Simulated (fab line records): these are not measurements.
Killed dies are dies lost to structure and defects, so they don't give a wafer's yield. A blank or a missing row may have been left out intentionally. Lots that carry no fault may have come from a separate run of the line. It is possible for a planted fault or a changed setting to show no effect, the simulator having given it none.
Split-lot experiment    flow gf180mcu    23 wafers read across 5 lots, on a route 602 steps long

== SPLIT DETAILS ==
At GF_M1_SPUTTER_00 (material Ti, target thk 37.5 nm, time 150 s), the setting chamber-pressure-pa was moved away from the recipe's 2 Pa on 20 of the 23 wafers read, by +7.0% to +13.3%. The other wafers ran this setting at the recipe's value.

The reading is taken at the split's own step.

== THE READING ==
Ti_of_M1_SPUTTER_00.thk-nm (the simulator's own value, which no gauge read), in nm, at GF_M1_SPUTTER_00 (material Ti, target thk 37.5 nm, time 150 s). No usual value for it is given in the file. Here, 3 wafers ran the recipe; their average is 37.37 nm with a standard deviation of 0.16 nm.

wafer   tool, chamber at the split  chamber-pressure-pa as run, Pa  against the recipe  Ti_of_M1_SPUTTER_00.thk-nm, nm  against lot-mates on the recipe
L080.1  pvd-sputter-03, -           2.267                           +13.3%              34.26                           no lot-mate on the recipe
L080.2  pvd-sputter-03, -           2.267                           +13.3%              34.62                           no lot-mate on the recipe
L080.3  pvd-sputter-03, -           2.267                           +13.3%              34.99                           no lot-mate on the recipe
L080.5  pvd-sputter-03, -           2.267                           +13.3%              35.42                           no lot-mate on the recipe
L080.6  pvd-sputter-03, -           2.267                           +13.3%              34.83                           no lot-mate on the recipe
L082.1  pvd-sputter-03, -           2.14                            +7.0%               35.94                           no lot-mate on the recipe
L082.3  pvd-sputter-03, -           2.14                            +7.0%               35.31                           no lot-mate on the recipe
L082.4  pvd-sputter-03, -           2.14                            +7.0%               35.93                           no lot-mate on the recipe
L082.5  pvd-sputter-03, -           2.14                            +7.0%               36.23                           no lot-mate on the recipe
L082.6  pvd-sputter-03, -           2.14                            +7.0%               36.32                           no lot-mate on the recipe
L083.2  pvd-sputter-03, -           2.21                            +10.5%              35.6                            no lot-mate on the recipe
L083.3  pvd-sputter-03, -           2.21                            +10.5%              35.7                            no lot-mate on the recipe
L083.4  pvd-sputter-03, -           2.21                            +10.5%              35.89                           no lot-mate on the recipe
L083.5  pvd-sputter-03, -           2.21                            +10.5%              35.82                           no lot-mate on the recipe
L083.6  pvd-sputter-03, -           2.21                            +10.5%              35.79                           no lot-mate on the recipe
L084.3  pvd-sputter-03, -           2                               recipe              37.21                           -
L084.4  pvd-sputter-03, -           2                               recipe              37.59                           -
L084.6  pvd-sputter-03, -           2                               recipe              37.31                           -
L085.2  pvd-sputter-01, -           2.223                           +11.1%              35.04                           no lot-mate on the recipe
L085.3  pvd-sputter-01, -           2.223                           +11.1%              34.43                           no lot-mate on the recipe
L085.4  pvd-sputter-01, -           2.223                           +11.1%              34.75                           no lot-mate on the recipe
L085.5  pvd-sputter-01, -           2.223                           +11.1%              34.12                           no lot-mate on the recipe
L085.6  pvd-sputter-01, -           2.223                           +11.1%              34.84                           no lot-mate on the recipe

THE FIT
A straight line over all 23 wafers: Ti_of_M1_SPUTTER_00.thk-nm changes by -0.197 nm for each +1% of chamber-pressure-pa; r = -0.88; the points scatter about the line by 0.47 nm.
Too few moved wafers have a lot-mate on the recipe to fit a line with each lot's own level taken away.

== FILE'S OWN FIT ==
Ti_of_M1_SPUTTER_00.thk-nm changes by -0.197 nm for each +1% of chamber-pressure-pa, r = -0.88.
